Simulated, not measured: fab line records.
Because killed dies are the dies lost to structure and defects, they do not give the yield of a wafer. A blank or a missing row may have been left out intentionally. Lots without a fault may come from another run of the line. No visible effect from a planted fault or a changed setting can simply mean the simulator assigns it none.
Code-filled problem report in 8D (eight disciplines) form :: flow gf180mcu :: the parts of the form that need people (team, actions taken, sign-off) are left out

== 1. THE ISSUE ==
biasW at GF_POLY_GATE_ETCH_13 reads a mean of 94.0 W on 9 wafers of 3 lots; wafers without a fault read 100.0 W with a standard deviation of 0.31. Relative to the usual mean, that is a shift of -19 standard deviations.
The step: etches poly-Si in HBr/Cl2, stops on SiO2, target depth 198.5 nm, time 69.6 s.
Earliest sighting: wafer L441.1 on rieSi-02 at day 11 13:13. The record holds 42 wafers of 14 lots with a number at this step. By rule, "out" or "out of limits" means more than 4 standard deviations away from the usual mean. The other wafers with a number count as sound.

== 2. WHAT THIS IS AND IS NOT ==
question: which readings at this step
is: biasW
is not: drypumpMotorCurrentA, throttleValvePct

question: which lots
is: L441, L442, L444
is not: L431, L433, L434, L435, L437, L438, L440, L443, L451, L452, L454

question: which wafers of those lots
is: all that have a number
is not: -

question: read on which tools
is: rieSi-02
is not: rieSi-01

question: when
is: from day 11 13:13
is not: up to then (21 sound wafers); but 12 sound wafers of L443, L451, L452, L454 came after

== 3. THE SUSPECTS, EACH WITH WHAT RULES IT OUT ==
Counting: a tool at any process step up to the reading remains a suspect when it ran all the lots that are out and ran no sound lot after the first of those.
- rieSi-02 at GF_POLY_GATE_ETCH_13 (etches poly-Si in HBr/Cl2, stops on SiO2, target depth 198.5 nm, time 69.6 s): ruled out as a lasting fault. Sound lots L452 ran on it after its first lot that is out, L441 (day 11 13:13).
Left after counting: nothing in the record.

== 4. THE CAUSE (what the simulator had put in) ==
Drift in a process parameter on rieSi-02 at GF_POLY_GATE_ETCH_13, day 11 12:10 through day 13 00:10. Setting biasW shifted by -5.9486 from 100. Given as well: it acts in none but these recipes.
Counting ruled it out, wrongly.

== 5. THE EFFECT CHAIN, in route order ==
Rows list readings where the struck wafers' mean (over those with a number) sits beyond 3 standard deviations from the usual. Readings are gone through only where the record gives a usual standard deviation; hours: the median, over the lots, of the time from a lot's start at the first step in this table giving one to that lot's start at this step; sigmas: the change measured in usual standard deviations.
hours: 0
step: GF_POLY_GATE_ETCH_13
reading: biasW
usual: 100.0 W
on struck wafers: 94.0
change: -6.0
sigmas: -19
Process steps it contains:
- GF_POLY_GATE_ETCH_13: etches poly-Si in HBr/Cl2, stops on SiO2, target depth 198.5 nm, time 69.6 s.
Later steps that measure or inspect, where all struck wafers having a row at the step show a number for every such reading and not one has moved that far: GF_PSD_RS_MEAS_14, GF_SALICIDE_THK_MEAS_05.

== 6. WHAT WOULD HAVE CAUGHT IT SOONER ==
In this record the first reading out of limits was taken at day 11 13:13, 1 hour after the fault began at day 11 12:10.
